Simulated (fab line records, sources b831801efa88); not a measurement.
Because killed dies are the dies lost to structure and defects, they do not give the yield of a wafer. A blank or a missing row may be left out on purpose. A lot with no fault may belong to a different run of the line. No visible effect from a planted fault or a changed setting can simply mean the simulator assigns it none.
fab line records -- flow sky130
record: lots: 12, wafers: 35, last-day: 50
route steps=708 shown METAL3@536 METAL4@626
lots that met no fault: from a run of the same line without faults
start-h: hours from the record's opening day to when the first of the lot's shown wafers began -- wait-h: hours elapsed since this lot's preceding step -- " identical to the entry in the row above -- L1.1+2: a single row standing in for several wafers -- - either no value or no given start -- * or withheld: withheld -- < > ~ a bound
route shown NAME@n: NAME is a module with steps in the file, n the number in the route of the first one -- usual: mean/standard deviation of fault-free wafers -- same: alike in all rows -- chamber/n: place in a boat -- sites: readings site by site -- _std_site: standard deviation across them -- _edge_site: the outer-site mean with the inner-site mean subtracted -- radius-mm: how far each site lies from the wafer's centre -- mask NAME#n: copy n -- behind: tool/chamber where the wafer was last shaped -- hold: cause of the lot's hold/its duration in hours/its outcome -- device: whichever transistor did not switch (one of n, p or np) -- end of line: tests of these same wafers at the route's end -- a step with no rows: only its recipe -- killed: dies that structure and defects cost at the first sort, which is not the same as the wafer's yield -- map: dies across one wafer; x = killed, . = not, _ = none there
set.NAME: the setting as run; set.NAME@STEP: as run at that earlier step -- model.NAME: the simulator's own value behind a step, which no gauge read
route steps across a sampled set of lots; one table per step, one row per wafer
services: a tool's chamber out of use, with start hour (start-h, from the record's first day; less than 0 if before it), hours out, and reason
== steps ==
step: SKY_METAL3_SPUTTER_04
recipe: material: TiN, target-thk-nm: 70, power-w: 6500, time-s: 58.3, chamber-pressure-pa: 0.4
usual: throttle-valve-pct: 30.0/0.71
lot.wafer,tool,chamber,start-h,wait-h,throttle-valve-pct
L860.2,pvd-sputter-01,-,884.10,0.0,31.0
L860.3,pvd-sputter-01,-,884.10,0.0,30.0
L860.4,pvd-sputter-01,-,884.10,0.0,30.0
L861.3,pvd-sputter-01,-,887.19,0.0,29.9
L861.4,pvd-sputter-01,-,887.19,0.0,31.0
L861.6,pvd-sputter-01,-,887.19,0.0,30.1
L862.2,pvd-sputter-03,-,903.33,0.0,29.6
L862.5,pvd-sputter-03,-,903.33,0.0,29.2
L862.6,pvd-sputter-03,-,903.33,0.0,30.3
L866.3,pvd-sputter-01,-,926.63,0.0,30.9
L866.4,pvd-sputter-01,-,926.63,0.0,28.3
L867.1,pvd-sputter-03,-,931.81,0.0,30.3
L867.4,pvd-sputter-03,-,931.81,0.0,30.7
L867.6,pvd-sputter-03,-,931.81,0.0,29.2
L868.1,pvd-sputter-03,-,936.26,0.0,30.4
L868.2,pvd-sputter-03,-,936.26,0.0,29.5
L868.6,pvd-sputter-03,-,936.26,0.0,30.7
L870.2,pvd-sputter-03,-,953.05,0.0,29.3
L870.3,pvd-sputter-03,-,953.05,0.0,29.8
L870.4,pvd-sputter-03,-,953.05,0.0,30.4
L872.4,pvd-sputter-04,-,973.92,0.0,31.6
L872.5,pvd-sputter-04,-,973.92,0.0,30.7
L872.6,pvd-sputter-04,-,973.92,0.0,30.1
L878.1,pvd-sputter-03,-,1005.25,0.0,29.6
L878.2,pvd-sputter-03,-,1005.25,0.0,30.5
L878.6,pvd-sputter-03,-,1005.25,0.0,30.5
L879.1,pvd-sputter-01,-,1009.14,0.0,30.9
L879.5,pvd-sputter-01,-,1009.14,0.0,30.1
L879.6,pvd-sputter-01,-,1009.14,0.0,28.2
L880.2,pvd-sputter-03,-,1010.64,0.0,29.9
L880.4,pvd-sputter-03,-,1010.64,0.0,30.6
L880.5,pvd-sputter-03,-,1010.64,0.0,29.5
L881.1,pvd-sputter-04,-,1022.37,0.0,31.4
L881.2,pvd-sputter-04,-,1022.37,0.0,30.7
L881.4,pvd-sputter-04,-,1022.37,0.0,30.1
step: SKY_METAL3_STRIP_19
recipe: chemistry: O2/N2, power-w: 1400, pressure-mtorr: 1500, platen-temp-c: withheld, o2-flow-sccm: 3000, n2-flow-sccm: 300, overash-fraction: 0.5
usual: drypump-motor-current-A: 6.1/0.44, oes-product-au: 0.502/0.0051, strip-time-to-endpoint-s: 6.53/0.061
lot.wafer,tool,chamber,start-h,wait-h,drypump-motor-current-A,oes-product-au,rf-hours-counter-h,strip-time-to-endpoint-s
L860.2,plasma-asher-03,1,936.54,0.2,6.8,0.508,113,6.54
L860.3,plasma-asher-03,1,936.54,0.2,6.8,0.493,-,6.56
L860.4,plasma-asher-03,0,936.54,0.2,5.9,0.501,-,6.52
L861.3,plasma-asher-02,1,939.17,0.1,5.9,0.503,-,6.55
L861.4,plasma-asher-02,0,939.17,0.1,5.5,0.493,-,6.47
L861.6,plasma-asher-02,0,939.17,0.1,5.5,0.506,-,6.51
L862.2,plasma-asher-02,0,955.26,0.1,5.5,0.500,51,6.43
L862.5,plasma-asher-02,0,955.26,0.1,5.5,0.498,-,6.47
L862.6,plasma-asher-02,1,955.26,0.1,5.9,0.496,-,6.49
L866.3,plasma-asher-02,0,978.05,0.1,5.5,0.507,-,6.52
L866.4,plasma-asher-02,1,978.05,0.1,5.9,0.506,-,6.53
L867.1,plasma-asher-03,1,981.61,0.1,6.8,0.503,118,6.47
L867.4,plasma-asher-03,0,981.61,0.1,5.9,0.498,-,6.58
L867.6,plasma-asher-03,1,981.61,0.1,6.8,0.497,-,6.45
L868.1,plasma-asher-03,0,986.24,0.1,5.9,0.512,118,6.61
L868.2,plasma-asher-03,1,986.24,0.1,6.8,0.502,118,6.59
L868.6,plasma-asher-03,0,986.24,0.1,5.9,0.509,-,6.64
L870.2,plasma-asher-02,1,1001.21,0.1,5.9,0.502,55,6.40
L870.3,plasma-asher-02,1,1001.21,0.1,5.9,0.503,-,6.65
L870.4,plasma-asher-02,0,1001.21,0.1,5.5,0.496,-,6.48
L872.4,plasma-asher-03,1,1018.94,0.1,6.8,0.488,-,6.50
L872.5,plasma-asher-03,0,1018.94,0.1,5.9,0.499,-,6.46
L872.6,plasma-asher-03,1,1018.94,0.1,6.8,0.506,-,6.51
L878.1,plasma-asher-02,0,1045.32,0.1,5.5,0.510,60,6.61
L878.2,plasma-asher-02,1,1045.32,0.1,5.9,0.498,60,6.50
L878.6,plasma-asher-02,1,1045.32,0.1,5.9,0.492,-,6.48
L879.1,plasma-asher-02,1,1052.26,0.1,5.9,0.502,60,6.51
L879.5,plasma-asher-02,1,1052.26,0.1,5.9,0.501,-,6.59
L879.6,plasma-asher-02,0,1052.26,0.1,5.5,0.506,-,6.59
L880.2,plasma-asher-04,0,1053.97,0.1,6.5,0.502,27,6.56
L880.4,plasma-asher-04,0,1053.97,0.1,6.5,0.507,-,6.52
L880.5,plasma-asher-04,0,1053.97,0.1,6.5,0.501,-,6.54
L881.1,plasma-asher-04,0,1066.16,0.1,6.5,0.499,29,6.53
L881.2,plasma-asher-04,1,1066.16,0.1,6.3,0.500,29,6.51
L881.4,plasma-asher-04,0,1066.16,0.1,6.5,0.503,-,6.43
step: SKY_METAL4_EXPOSE_10
recipe: mask-id: MM4, na: 0.68, source-shape: annular, sigma-inner: 0.4, sigma-outer: 0.8, target-cd-nm: 300, dose-mj: 28
lot.wafer,tool,chamber,start-h,wait-h,mask
L860.2+3+4,krf-scanner-02,0,1000.70,-,MM4#0
L861.3+4+6,krf-scanner-02,0,1002.81,-,MM4#0
L862.2+5+6,krf-scanner-02,0,1015.18,-,MM4#0
L866.3+4,krf-scanner-02,0,1034.35,-,MM4#0
L867.1+4+6,krf-scanner-02,0,1036.67,-,MM4#0
L868.1+2+6,krf-scanner-02,0,1040.34,-,MM4#0
L870.2+3+4,krf-scanner-01,0,1057.41,-,MM4#0
L872.4+5+6,krf-scanner-01,0,1076.69,-,MM4#0
L878.1+2+6,krf-scanner-02,0,1105.79,-,MM4#0
L879.1+5+6,krf-scanner-02,0,1110.44,-,MM4#0
L880.2+4+5,krf-scanner-02,0,1111.11,-,MM4#0
L881.1+2+4,krf-scanner-02,0,1123.11,-,MM4#0
step: SKY_METAL4_CD_MEAS_13
recipe: target-cd-nm: 300
usual: cd-nm: 299.4/1.6
lot.wafer,tool,chamber,start-h,wait-h,cd-nm
L860.2,cd-sem-01,-,1010.51,-,297.9
L860.3,cd-sem-01,-,1010.51,-,296.9
L860.4,cd-sem-01,-,1010.51,-,298.6
L861.3,cd-sem-02,-,1013.31,-,300.0
L861.4,cd-sem-02,-,1013.31,-,301.1
L861.6,cd-sem-02,-,1013.31,-,299.2
L862.2,cd-sem-02,-,1024.61,-,297.7
L862.5,cd-sem-02,-,1024.61,-,296.3
L862.6,cd-sem-02,-,1024.61,-,295.2
L866.3,cd-sem-02,-,1043.43,-,284.9
L866.4,cd-sem-02,-,1043.43,-,300.6
L867.1,cd-sem-01,-,1045.49,-,281.4
L867.4,cd-sem-01,-,1045.49,-,297.9
L867.6,cd-sem-01,-,1045.49,-,297.8
L868.1,cd-sem-01,-,1051.74,-,281.9
L868.2,cd-sem-01,-,1051.74,-,281.6
L868.6,cd-sem-01,-,1051.74,-,298.6
L870.2,cd-sem-01,-,1068.16,-,300.7
L870.3,cd-sem-01,-,1068.16,-,298.5
L870.4,cd-sem-01,-,1068.16,-,298.6
L872.4,cd-sem-01,-,1087.48,-,296.9
L872.5,cd-sem-01,-,1087.48,-,297.4
L872.6,cd-sem-01,-,1087.48,-,298.0
L878.1,cd-sem-01,-,1114.93,-,301.1
L878.2,cd-sem-01,-,1114.93,-,298.9
L878.6,cd-sem-01,-,1114.93,-,299.9
L879.1,cd-sem-02,-,1120.73,-,297.7
L879.5,cd-sem-02,-,1120.73,-,299.6
L879.6,cd-sem-02,-,1120.73,-,299.6
L880.2,cd-sem-01,-,1120.96,-,299.9
L880.4,cd-sem-01,-,1120.96,-,300.2
L880.5,cd-sem-01,-,1120.96,-,299.7
L881.1,cd-sem-01,-,1132.18,-,299.9
L881.2,cd-sem-01,-,1132.18,-,300.3
L881.4,cd-sem-01,-,1132.18,-,301.2
step: SKY_METAL4_METAL_ETCH_18
recipe: target-depth-a: 8450, stop-on: SiO2, over-etch-frac: 0.3, time-s: 183.1, chemistry: Cl2/BCl3, resist-sidewall-deg: 88, pressure-mtorr: 10, icp-w: 900, bias-w: 48.5, Cl2_flow_sccm: 60, bcl3-flow-sccm: 30
usual: drypump-motor-current-A: 5.4/0.43, oes-product-au: 0.863/0.0056, throttle-valve-pct: 22.265/0.0082
lot.wafer,tool,chamber,start-h,wait-h,drypump-motor-current-A,oes-product-au,rf-hours-counter-h,throttle-valve-pct
L860.2,rie-metal-03,1,1010.79,0.0,4.9,0.863,6,22.262
L860.3,rie-metal-03,0,1010.79,0.0,5.4,0.862,-,22.267
L860.4,rie-metal-03,1,1010.79,0.0,5.0,0.868,-,22.259
L861.3,rie-metal-02,0,1013.64,0.1,4.9,0.858,-,22.284
L861.4,rie-metal-02,1,1013.64,0.1,6.1,0.873,-,22.263
L861.6,rie-metal-02,1,1013.64,0.1,6.1,0.861,-,22.266
L862.2,rie-metal-02,0,1024.89,0.0,4.9,0.857,7,22.260
L862.5,rie-metal-02,1,1024.89,0.0,6.1,0.855,-,22.264
L862.6,rie-metal-02,0,1024.89,0.0,4.9,0.866,-,22.259
L866.3,rie-metal-02,1,1043.75,0.1,6.1,0.875,-,22.265
L866.4,rie-metal-02,0,1043.75,0.1,4.9,0.865,-,22.276
L867.1,rie-metal-04,1,1045.79,0.0,5.8,0.864,9,22.263
L867.4,rie-metal-04,1,1045.79,0.0,5.8,0.863,-,22.267
L867.6,rie-metal-04,1,1045.79,0.0,5.8,0.870,-,22.269
L868.1,rie-metal-03,1,1052.04,0.0,4.9,0.876,9,22.263
L868.2,rie-metal-03,0,1052.04,0.0,5.3,0.869,11,22.262
L868.6,rie-metal-03,0,1052.04,0.0,5.3,0.864,-,22.263
L870.2,rie-metal-02,1,1068.44,0.0,6.1,0.864,8,22.252
L870.3,rie-metal-02,0,1068.44,0.0,5.0,0.852,-,22.265
L870.4,rie-metal-02,1,1068.44,0.0,6.1,0.860,-,22.266
L872.4,rie-metal-03,0,1087.79,0.1,5.4,0.865,-,22.282
L872.5,rie-metal-03,1,1087.79,0.1,4.9,0.867,-,22.255
L872.6,rie-metal-03,0,1087.79,0.1,5.3,0.859,-,22.270
L878.1,rie-metal-02,0,1115.23,0.0,4.9,0.856,14,22.271
L878.2,rie-metal-02,1,1115.23,0.0,6.1,0.871,11,22.265
L878.6,rie-metal-02,0,1115.23,0.0,4.9,0.862,-,22.266
L879.1,rie-metal-04,1,1121.03,0.0,5.8,0.857,15,22.279
L879.5,rie-metal-04,0,1121.03,0.0,5.2,0.860,-,22.260
L879.6,rie-metal-04,1,1121.03,0.0,5.8,0.854,-,22.259
L880.2,rie-metal-03,0,1121.24,0.0,5.3,0.866,16,22.278
L880.4,rie-metal-03,1,1121.24,0.0,4.9,0.868,-,22.268
L880.5,rie-metal-03,1,1121.24,0.0,4.9,0.859,-,22.272
L881.1,rie-metal-04,0,1132.48,0.0,5.2,0.858,18,22.263
L881.2,rie-metal-04,1,1132.48,0.0,5.8,0.861,16,22.265
L881.4,rie-metal-04,0,1132.48,0.0,5.2,0.856,-,22.274
== services ==
tool,chamber,start-h,hours,kind
krf-scanner-02,-,866.11,1.0,pm
rie-metal-02,0,883.91,3.9,repair
krf-scanner-02,-,897.43,0.8,pm
krf-scanner-02,-,906.95,1.3,pm
pvd-sputter-03,-,922.83,1.7,repair
krf-scanner-02,-,952.89,3.4,repair
krf-scanner-02,-,956.45,7.2,pm
pvd-sputter-03,-,972.80,3.2,repair
krf-scanner-02,-,986.47,4.0,pm
plasma-asher-02,-,986.59,2.8,pm
pvd-sputter-03,-,996.23,3.2,repair
krf-scanner-02,-,1011.49,0.7,repair
pvd-sputter-03,-,1031.74,4.6,repair
krf-scanner-02,-,1035.11,1.0,pm
plasma-asher-02,-,1049.89,0.4,repair
krf-scanner-02,-,1064.75,0.2,repair
plasma-asher-02,-,1065.85,1.3,repair
pvd-sputter-03,-,1066.05,5.7,repair
plasma-asher-02,-,1067.16,6.9,repair
krf-scanner-02,-,1082.90,1.3,pm
pvd-sputter-03,-,1107.05,1.1,repair
krf-scanner-02,-,1109.09,0.5,repair
pvd-sputter-03,-,1125.57,0.8,repair
pvd-sputter-03,-,1131.26,2.5,repair
== key ==
first-sign: step: SKY_METAL4_CD_MEAS_13, reading: cd-nm, direction: down, sigmas: 10, usual: 299.4, struck: 282.4
effect none on later readings
met-at SKY_METAL4_EXPOSE_10
struck-lots L866,L867,L868
struck-wafers L866.3,L867.1,L868.1,L868.2
not-acting-at SKY_METAL3_SPUTTER_04,SKY_METAL3_STRIP_19,SKY_METAL4_METAL_ETCH_18
onset-between 1015.18 1034.35
fault: kind: process-parameter-drift, tool: krf-scanner-02, chamber: -, onset-h: 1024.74, steps: SKY_METAL4_EXPOSE_10, channel: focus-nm, offset: 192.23, shape: step, end-h: 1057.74, scope: struck-wafers-only
